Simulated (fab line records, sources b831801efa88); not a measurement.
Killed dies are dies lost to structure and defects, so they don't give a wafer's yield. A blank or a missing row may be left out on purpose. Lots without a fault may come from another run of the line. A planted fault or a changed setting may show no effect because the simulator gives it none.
fab line records | flow sky130
record lots=6 wafers=18 last_day=50
route steps=708 shown VIA1@460 PAD_OPEN@708
lots that met no fault: from a run of the same line without faults
start_h: hours from the record's first day to the start of the lot's first wafer shown | wait_h: hours since the lot's step before | " the same as in the row above | L1.1+2: a row that stands for several wafers | - no value, or no start given | * or withheld: withheld | < > ~ a bound
route shown NAME@n: a module of which the file shows steps, and the number in the route of the first | usual: mean/standard deviation of fault-free wafers | same: alike in all rows | chamber/n: place in a boat | sites: the reading at each site | _std_site: their standard deviation | _edge_site: outer sites' mean less inner sites' | radius_mm: how far each site lies from the wafer's centre | mask NAME#n: copy n | behind: the tool/chamber that last shaped the wafer | hold: why the lot was held/for how many hours/how that ended | device: the transistor (n, p or np) that didn't switch | end of line: the same wafers' tests at the end of the route | a step without rows: its recipe alone | killed: dies lost to structure and defects at the first sort, not the wafer's yield | map: a wafer's dies, x killed, . not, _ none there
set.NAME: the setting as run; set.NAME@STEP: as run at that earlier step | model.NAME: the simulator's own value behind a step, which no gauge read
lots at some steps of the route; a table a step, a row a wafer
services: from which hour (start_h, from the record's first day; less than 0 if before it) a tool's chamber was out of use, for how many hours, and why
## steps
# step SKY_VIA1_CMP_02
# recipe material=SiO2 down_force_psi=4 platen_rpm=60 pad_velocity_m_s=0.94248
# usual motor_current_A=12.2/1.2
# columns lot.wafer tool chamber start_h wait_h motor_current_A
L173.2 cmp-01 0 798.19 0.0 11.9
L173.1 " 1 " " 12.0
L173.4 " 2 " " 14.3
L175.1 cmp-01 3 824.62 0.1 12.8
L175.5 " 3 " " 12.9
L175.6 " 0 " " 11.5
L186.3 cmp-02 3 896.88 0.2 13.6
L186.1 " 2 " " 12.0
L186.6 " 0 " " 10.3
L187.2 cmp-02 2 917.56 0.0 12.5
L187.1 " 3 " " 14.2
L187.6 " 3 " " 13.3
L189.1 cmp-01 3 923.00 0.1 12.2
L189.2 " 1 " " 11.6
L189.5 " 0 " " 11.2
L191.1 cmp-02 1 934.24 0.1 12.1
L191.6 " 0 " " 9.9
L191.5 " 1 " " 10.6
# step SKY_VIA1_BOW_MEAS_03
# recipe mode=bow
# usual VIA1_BOW=79/7
# columns lot.wafer tool chamber start_h wait_h VIA1_BOW[um]
L173.1 film_metro-04 - 798.49 0.2 78
L173.2 " - " " 82
L173.4 " - " " 78
L175.1 film_metro-03 - 824.92 0.2 75
L175.5 " - " " 71
L175.6 " - " " 72
L186.1 film_metro-04 - 897.18 0.1 83
L186.3 " - " " 80
L186.6 " - " " 77
L187.1 film_metro-01 - 917.86 0.2 70
L187.2 " - " " 72
L187.6 " - " " 83
L189.1 film_metro-01 - 923.30 0.2 87
L189.2 " - " " 76
L189.5 " - " " 73
L191.1 film_metro-04 - 934.49 0.2 77
L191.5 " - " " 78
L191.6 " - " " 78
# step SKY_VIA1_DEHYDRATE_04
# recipe temp_c=200 time_s=60
# step SKY_VIA1_HMDS_05
# recipe prime_time_s=60 prime_temp_c=120
# step SKY_VIA1_COAT_06
# recipe resist=BARC temp_c=withheld time_s=withheld spin_rpm=3000 resist_thk_nm=60
# step SKY_VIA1_COAT_07
# recipe resist=KrF-thick spin_rpm=3000 resist_thk_nm=450
# step SKY_VIA1_SOFTBAKE_08
# recipe temp_c=100 time_s=90 resist=KrF-thick
# step SKY_VIA1_EXPOSE_09
# recipe mask_id=VIM na=0.8 source_shape=annular sigma_inner=0.55 sigma_outer=0.85 target_cd_nm=150 dose_mj=38
# step SKY_VIA1_PEB_10
# recipe peb_temp_c=withheld peb_time_s=withheld resist=KrF-thick
# step SKY_VIA1_DEVELOP_11
# recipe develop_time_s=60 resist=KrF-thick dev_temp_c=21
# step SKY_VIA1_CD_MEAS_12
# recipe target_cd_nm=150
# usual cd_nm=150.3/1.6
# columns lot.wafer tool chamber start_h wait_h cd_nm
L173.1 cd_sem-02 - 824.60 - 149.7
L173.2 " - " " 149.5
L173.4 " - " " 149.5
L175.1 cd_sem-02 - 851.15 - 149.1
L175.5 " - " " 149.0
L175.6 " - " " 149.8
L186.1 cd_sem-02 - 922.37 - 148.8
L186.3 " - " " 149.9
L186.6 " - " " 149.3
L187.1 cd_sem-01 - 941.95 - 150.0
L187.2 " - " " 150.0
L187.6 " - " " 150.7
L189.1 cd_sem-02 - 948.16 - 148.6
L189.2 " - " " 147.6
L189.5 " - " " 147.8
L191.1 cd_sem-02 - 959.01 - 151.2
L191.5 " - " " 151.1
L191.6 " - " " 150.0
# step SKY_VIA1_OVL_MEAS_13
# usual VIA1_OVL=2/5.2
# columns lot.wafer tool chamber start_h wait_h VIA1_OVL[nm]
L173.1 overlay-02 - 824.72 0.1 1
L173.2 " - " " 2
L173.4 " - " " 1
L175.1 overlay-01 - 851.27 0.1 0
L175.5 " - " " 2
L175.6 " - " " 7
L186.1 overlay-01 - 922.49 0.1 0
L186.3 " - " " 0
L186.6 " - " " -3
L187.1 overlay-02 - 942.07 0.1 0
L187.2 " - " " 1
L187.6 " - " " -4
L189.1 overlay-02 - 948.28 0.1 10
L189.2 " - " " 6
L189.5 " - " " 4
L191.1 overlay-01 - 959.13 0.1 8
L191.5 " - " " 0
L191.6 " - " " 0
# step SKY_VIA1_ETCH_14
# recipe chemistry=N2/H2 target=BARC ion_energy_ev=200 source_w=500 bias_w=100 pressure_mtorr=30 n2_flow_sccm=100 h2_flow_sccm=200 stop_on=SiO2 time_s=45.9 target_depth_a=600
# usual drypump_motor_current_A=5.7/0.44 n2_flow_sccm=100.0/0.31 oes_product_au=0.855/0.0042 rf_fwd_power_W=494.4/2.6 throttle_valve_pct=13.224/0.0089
# columns lot.wafer tool chamber start_h wait_h drypump_motor_current_A n2_flow_sccm oes_product_au rf_fwd_power_W rf_hours_counter_h throttle_valve_pct model.KrF-thick_of_VIA1_COAT_07.thk_nm
L173.1 rie_diel-01 3 824.76 0.0 5.3 99.5 0.857 498.0 6 13.235 390
L173.2 " 1 " " 6.6 100.1 0.856 490.3 6 13.219 389.4
L173.4 " 0 " " 5.9 99.7 0.859 494.6 21 13.236 390.3
L175.1 rie_diel-04 0 851.31 0.0 6.2 100.3 0.852 489.9 15 13.211 391.3
L175.5 " 1 " " 5.2 100.2 0.858 493.0 - 13.210 392.8
L175.6 " 2 " " 5.7 100.4 0.857 494.9 - 13.230 391.5
L186.1 rie_diel-01 2 922.53 0.0 5.2 99.8 0.855 495.0 2 13.226 389.1
L186.3 " 0 " " 5.9 100.0 0.851 575.0 24 13.225 382.5
L186.6 " 1 " " 6.6 99.8 0.855 490.6 - 13.224 389.5
L187.1 rie_diel-01 0 942.11 0.0 6.0 99.6 0.859 576.8 25 13.215 385.3
L187.2 " 2 " " 5.2 99.9 0.853 494.8 3 13.225 392.4
L187.6 " 0 " " 5.9 99.5 0.851 576.9 - 13.209 385.9
L189.1 rie_diel-04 3 948.32 0.0 5.6 100.0 0.851 496.8 16 13.231 388.8
L189.2 " 2 " " 5.6 100.1 0.849 496.1 12 13.217 387.3
L189.5 " 3 " " 5.6 99.5 0.851 492.4 - 13.204 388.8
L191.1 rie_diel-02 1 959.17 0.0 5.7 100.0 0.849 497.4 16 13.233 391.6
L191.5 " 1 " " 5.7 99.9 0.860 498.4 - 13.227 390.8
L191.6 " 0 " " 5.2 99.5 0.861 496.5 - 13.239 391.5
# step SKY_VIA1_ETCH_15
# recipe target=SiO2 chemistry=C4F8/O2/Ar target_depth_nm=351 stop_on=TiN mask_material=KrF-thick source_w=1500 bias_w=1200 pressure_mtorr=40 c4f8_flow_sccm=withheld O2_flow_sccm=6 Ar_flow_sccm=300 time_s=54
# usual oes_product_au=0.982/0.0055 rf_fwd_power_W=1484/6.5
# columns lot.wafer tool chamber start_h wait_h oes_product_au rf_fwd_power_W rf_hours_counter_h model.KrF-thick_of_VIA1_COAT_07.thk_nm
L173.1 rie_diel-01 3 824.80 0.0 0.996 1486 6 319.7
L173.2 " 1 " " 0.987 1483 6 318.9
L173.4 " 0 " " 0.988 1497 21 320.4
L175.1 rie_diel-04 0 851.35 0.0 0.970 1482 15 322.5
L175.5 " 1 " " 0.980 1489 - 324
L175.6 " 2 " " 0.978 1490 - 321.5
L186.1 rie_diel-01 2 922.57 0.0 0.972 1482 2 319.4
L186.3 " 0 " " 0.982 1488 24 311.8
L186.6 " 1 " " 0.990 1485 - 319.8
L187.1 rie_diel-01 0 942.15 0.0 0.981 1482 25 315.5
L187.2 " 2 " " 0.982 1486 3 322
L187.6 " 0 " " 0.980 1486 - 316.5
L189.1 rie_diel-04 3 948.36 0.0 0.988 1483 16 318.2
L189.2 " 2 " " 0.987 1477 12 315.1
L189.5 " 3 " " 0.988 1486 - 318.9
L191.1 rie_diel-02 1 959.21 0.0 0.977 1487 16 320
L191.5 " 1 " " 0.981 1490 - 319.9
L191.6 " 0 " " 0.988 1493 - 320.2
# step SKY_VIA1_STRIP_16
# recipe chemistry=O2/N2 power_w=1400 pressure_mtorr=1500 platen_temp_c=withheld o2_flow_sccm=3000 n2_flow_sccm=300 overash_fraction=0.5
# usual drypump_motor_current_A=5.9/0.48 n2_flow_sccm=299.9/0.91 o2_flow_sccm=2998/8.2 oes_product_au=0.415/0.0045 strip_time_to_endpoint_s=4.451/0.021
# columns lot.wafer tool chamber start_h wait_h drypump_motor_current_A n2_flow_sccm o2_flow_sccm oes_product_au rf_hours_counter_h strip_time_to_endpoint_s
L173.1 plasma_asher-01 0 824.84 0.0 5.7 300.3 3001 0.410 65 4.426
L173.2 " 1 " " 4.8 299.9 3000 0.405 65 4.413
L173.4 " 0 " " 5.7 300.6 3008 0.422 - 4.447
L175.1 plasma_asher-02 1 851.40 0.0 6.0 299.5 2992 0.417 103 4.451
L175.5 " 0 " " 6.3 300.2 2997 0.415 - 4.475
L175.6 " 1 " " 6.0 299.2 2995 0.417 - 4.439
L186.1 plasma_asher-01 1 922.62 0.0 4.8 299.9 2995 0.411 75 4.417
L186.3 " 0 " " 5.7 299.6 2994 0.405 - 4.359
L186.6 " 0 " " 5.7 300.0 3005 0.420 - 4.425
L187.1 plasma_asher-01 1 942.20 0.0 4.8 299.0 2999 0.413 77 4.384
L187.2 " 0 " " 5.7 299.3 3003 0.412 77 4.436
L187.6 " 0 " " 5.7 300.0 3002 0.419 - 4.393
L189.1 plasma_asher-03 1 948.40 0.0 6.0 299.7 2996 0.412 18 4.409
L189.2 " 0 " " 6.1 298.7 2981 0.413 18 4.386
L189.5 " 0 " " 6.1 300.4 2997 0.416 - 4.414
L191.1 plasma_asher-03 1 959.25 0.0 6.0 299.5 2996 0.412 20 4.432
L191.5 " 1 " " 6.0 300.2 3001 0.413 - 4.441
L191.6 " 0 " " 6.1 299.0 2990 0.418 - 4.447
# step SKY_VIA1_STRIP_17
# recipe chemistry=post_etch_residue_remover time_s=1200 temp_c=72.5
# step SKY_PAD_OPEN_PROBE_99
# usual defect_limited_yield=82.3/1.9 killed_at_M0_to_M3=43/6.7 killed_at_M4_up=3.2/1.8 killed_at_contacts=25/5.2 killed_at_front_end=15/4.4 killed_at_other=0.2/0.4 killed_dies=87/9.3 killed_open=48/7.1 killed_short=39/6 sort_bin_3_pad_short=0.9/0.41 sort_bin_5_function=10.5/1.4 sort_bin_6_memory=6.3/1.1 sort_n_pass=405/9.3 sort_yield_pct=82.3/1.9
# same gross_dies=492 killed_at_back_side=0 sort_bin_4_leakage[%]=0 sort_bin_8_speed[%]=0
# columns lot.wafer tool chamber start_h wait_h defect_limited_yield[%] killed_at_M0_to_M3 killed_at_M4_up killed_at_contacts killed_at_front_end killed_at_other killed_dies killed_open killed_short sort_bin_3_pad_short[%] sort_bin_5_function[%] sort_bin_6_memory[%] sort_n_pass sort_yield_pct[%]
L173.1 prober-01 - 1101.16 0.1 79.1 49 2 35 17 0 103 57 46 1.4 10.8 8.7 389 79.1
L173.2 prober-01 - 1101.21 0.1 82.1 42 10 20 15 1 88 50 38 0.2 11.2 6.5 404 82.1
L173.4 prober-01 - 1101.31 0.2 79.7 46 2 32 20 0 100 58 42 0.4 13.0 6.9 392 79.7
L175.1 prober-02 - 1120.49 0.1 83.7 43 0 28 9 0 80 45 35 0.8 9.1 6.3 412 83.7
L175.5 prober-02 - 1120.69 0.2 80.5 53 3 25 15 0 96 50 46 2.2 10.0 7.3 396 80.5
L175.6 prober-02 - 1120.74 0.2 82.9 42 2 24 16 0 84 44 40 1.0 8.5 7.5 408 82.9
L186.1 prober-02 - 1176.73 0.1 82.7 44 1 29 10 1 85 50 35 0.8 9.8 6.7 407 82.7
L186.3 prober-02 - 1176.83 0.2 83.1 37 1 26 19 0 83 38 45 1.0 9.3 6.5 409 83.1
L186.6 prober-02 - 1176.98 0.2 81.1 49 5 19 20 0 93 50 43 0.6 9.8 8.5 399 81.1
L187.1 prober-01 - 1185.30 0.1 82.5 36 4 28 18 0 86 44 42 1.4 11.0 5.1 406 82.5
L187.2 prober-01 - 1185.35 0.1 83.7 36 3 27 14 0 80 48 32 0.2 9.8 6.3 412 83.7
L187.6 prober-01 - 1185.55 0.2 81.3 51 3 30 8 0 92 52 40 0.8 11.6 6.3 400 81.3
L189.1 prober-01 - 1188.72 0.1 78.7 51 4 38 12 0 105 51 54 2.0 12.0 7.3 387 78.7
L189.2 prober-01 - 1188.77 0.1 78.7 48 4 29 23 1 105 48 57 0.8 14.2 6.3 387 78.7
L189.5 prober-01 - 1188.92 0.2 81.5 47 7 22 15 0 91 55 36 1.0 11.0 6.5 401 81.5
L191.1 prober-01 - 1199.92 0.1 83.9 45 5 16 13 0 79 31 48 0.4 10.0 5.7 413 83.9
L191.5 prober-01 - 1200.12 0.2 85.6 30 5 25 10 1 71 43 28 0.4 7.5 6.5 421 85.6
L191.6 prober-01 - 1200.17 0.2 82.5 47 4 23 12 0 86 50 36 0.6 8.9 7.9 406 82.5
# killed by level:class
L173.1 CONTACT:geometric_particle:open=15 VIA1:geometric_particle:open=10 VIA2:geometric_particle:open=8 VIA3:geometric_particle:open=8 CONTACT:geometric_particle:short=6 METAL2:geometric_particle:short=6 FIELD_ISO:geometric_particle:short=5 LI_CONTACT:geometric_particle:open=5
L173.2 CONTACT:geometric_particle:open=11 VIA1:geometric_particle:open=8 METAL4:geometric_particle:short=8 VIA1:geometric_particle:short=6 VIA3:geometric_particle:open=6 METAL1:geometric_particle:short=6 METAL2:geometric_particle:short=5 FIELD_ISO:geometric_particle:open=4
L173.4 CONTACT:geometric_particle:open=13 LI_CONTACT:geometric_particle:open=10 FIELD_ISO:geometric_particle:short=9 VIA1:geometric_particle:open=9 VIA3:geometric_particle:open=7 VIA2:geometric_particle:open=7 FIELD_ISO:geometric_particle:open=6 METAL3:geometric_particle:short=5
L175.1 VIA1:geometric_particle:open=12 CONTACT:geometric_particle:open=9 CONTACT:geometric_particle:short=8 VIA3:geometric_particle:open=7 LOCAL_INTERCONNECT:geometric_particle:short=6 VIA1:geometric_particle:short=5 LI_CONTACT:geometric_particle:open=4 VIA2:geometric_particle:open=4
L175.5 VIA2:geometric_particle:open=10 VIA1:geometric_particle:short=10 LI_CONTACT:geometric_particle:open=8 VIA1:geometric_particle:open=8 VIA3:geometric_particle:open=8 CONTACT:geometric_particle:open=6 LOCAL_INTERCONNECT:geometric_particle:short=5 METAL2:geometric_particle:short=5
L175.6 VIA1:geometric_particle:open=12 CONTACT:geometric_particle:open=9 METAL1:geometric_particle:short=6 VIA3:geometric_particle:open=6 VIA1:geometric_particle:short=6 LI_CONTACT:geometric_particle:open=5 VIA2:geometric_particle:open=5 FIELD_ISO:geometric_particle:short=4
L186.1 CONTACT:geometric_particle:open=18 VIA1:geometric_particle:open=9 METAL1:geometric_particle:short=8 CONTACT:geometric_particle:short=5 METAL2:geometric_particle:short=5 VIA2:geometric_particle:short=5 VIA3:geometric_particle:open=4 FIELD_ISO:geometric_particle:open=3
L186.3 METAL1:geometric_particle:short=10 CONTACT:geometric_particle:open=10 FIELD_ISO:geometric_particle:short=8 VIA2:geometric_particle:open=7 FIELD_ISO:geometric_particle:open=6 CONTACT:geometric_particle:short=6 LI_CONTACT:geometric_particle:open=4 VIA1:geometric_particle:open=4
L186.6 VIA1:geometric_particle:open=14 VIA3:geometric_particle:open=8 POLY_GATE:geometric_particle:short=6 LOCAL_INTERCONNECT:geometric_particle:short=6 METAL1:geometric_particle:short=6 VIA2:geometric_particle:open=5 METAL4:geometric_particle:short=5 FIELD_ISO:geometric_particle:open=4
L187.1 CONTACT:geometric_particle:open=9 FIELD_ISO:geometric_particle:short=8 VIA1:geometric_particle:open=8 CONTACT:geometric_particle:short=7 VIA2:geometric_particle:open=7 LI_CONTACT:geometric_particle:open=5 METAL1:geometric_particle:short=5 FIELD_ISO:geometric_particle:open=4
L187.2 VIA1:geometric_particle:open=13 CONTACT:geometric_particle:open=12 LI_CONTACT:geometric_particle:open=8 CONTACT:geometric_particle:short=5 VIA3:geometric_particle:open=5 FIELD_ISO:geometric_particle:short=4 VIA3:geometric_particle:short=4 VIA2:geometric_particle:open=4
L187.6 VIA1:geometric_particle:open=13 CONTACT:geometric_particle:open=12 VIA2:geometric_particle:open=8 LI_CONTACT:geometric_particle:open=7 METAL1:geometric_particle:short=6 LI_CONTACT:geometric_particle:short=5 CONTACT:geometric_particle:short=5 VIA1:geometric_particle:short=5
L189.1 VIA1:geometric_particle:open=14 CONTACT:geometric_particle:open=13 CONTACT:geometric_particle:short=8 METAL1:geometric_particle:short=8 LI_CONTACT:geometric_particle:open=7 LOCAL_INTERCONNECT:geometric_particle:short=7 FIELD_ISO:geometric_particle:short=6 VIA3:geometric_particle:short=6
L189.2 VIA1:geometric_particle:open=10 FIELD_ISO:geometric_particle:short=9 CONTACT:geometric_particle:open=8 CONTACT:geometric_particle:short=8 VIA3:geometric_particle:open=7 LOCAL_INTERCONNECT:geometric_particle:short=7 VIA1:geometric_particle:short=6 VIA2:geometric_particle:open=6
L189.5 VIA1:geometric_particle:open=12 CONTACT:geometric_particle:open=10 VIA2:geometric_particle:open=8 FIELD_ISO:geometric_particle:open=7 METAL1:geometric_particle:short=7 METAL2:geometric_particle:short=5 VIA3:geometric_particle:open=5 LI_CONTACT:geometric_particle:open=4
L191.1 VIA1:geometric_particle:open=10 METAL1:geometric_particle:short=7 METAL2:geometric_particle:short=5 CONTACT:geometric_particle:open=5 VIA1:geometric_particle:short=5 METAL4:geometric_particle:short=5 POLY_GATE:geometric_particle:short=4 LOCAL_INTERCONNECT:geometric_particle:short=4
L191.5 CONTACT:geometric_particle:open=10 VIA3:geometric_particle:open=8 VIA1:geometric_particle:open=7 LI_CONTACT:geometric_particle:open=6 CONTACT:geometric_particle:short=5 POLY_GATE:geometric_particle:short=4 VIA1:geometric_particle:short=4 VIA2:geometric_particle:open=4
L191.6 VIA1:geometric_particle:open=18 VIA1:geometric_particle:short=7 LI_CONTACT:geometric_particle:open=7 LOCAL_INTERCONNECT:geometric_particle:short=7 VIA3:geometric_particle:open=6 CONTACT:geometric_particle:open=6 VIA2:geometric_particle:open=5 METAL1:geometric_particle:short=4
## services
# columns tool chamber start_h hours kind
cmp-02 - 806.96 1.1 repair
rie_diel-01 - 815.54 2.8 pm
rie_diel-01 1 834.06 6.3 repair
rie_diel-01 3 836.73 3.3 repair
rie_diel-01 2 846.40 - clean
rie_diel-01 2 846.40 11.8 scheduled_down
rie_diel-01 2 846.40 11.8 vent_cycle
rie_diel-04 - 853.38 4.8 repair
plasma_asher-02 - 865.10 2.8 pm
rie_diel-01 3 866.00 132.0 repair
rie_diel-04 0 866.96 2.2 repair
rie_diel-02 2 874.72 2.7 repair
cmp-01 - 884.93 12.3 pm
rie_diel-02 2 888.33 3.0 repair
rie_diel-02 2 891.36 - clean
rie_diel-02 2 891.36 19.7 scheduled_down
rie_diel-02 2 891.36 19.7 vent_cycle
cmp-02 - 902.09 2.6 repair
cmp-02 - 912.00 4.0 pm
cmp-02 - 916.00 - consumable_replace:conditioner
cmp-02 - 916.00 - consumable_replace:pad
cmp-01 - 942.26 0.4 repair
rie_diel-02 1 942.62 13.6 repair
rie_diel-04 2 948.52 5.1 repair
## key
first_sign step=SKY_VIA1_ETCH_14 reading=rf_fwd_power_W direction=up sigmas=32 usual=494.4 struck=576.2
effect step=SKY_VIA1_STRIP_16 reading=strip_time_to_endpoint_s direction=down sigmas=3.4 usual=* struck=*
model_effect step=SKY_VIA1_ETCH_14 value=KrF-thick_of_VIA1_COAT_07.thk_nm without=390.7 struck=384.6
model_effect step=SKY_VIA1_ETCH_15 value=KrF-thick_of_VIA1_COAT_07.thk_nm without=320.7 struck=314.6
met_at SKY_VIA1_ETCH_14
struck_wafers L186.3,L187.1,L187.6
onset_between 824.76 922.53
fault kind=process_parameter_drift tool=rie_diel-01 chamber=0 onset_h=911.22 steps=SKY_VIA1_ETCH_14 channel=source_w offset=80 shape=step end_h=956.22 acts_in=these_recipes_only stated=500
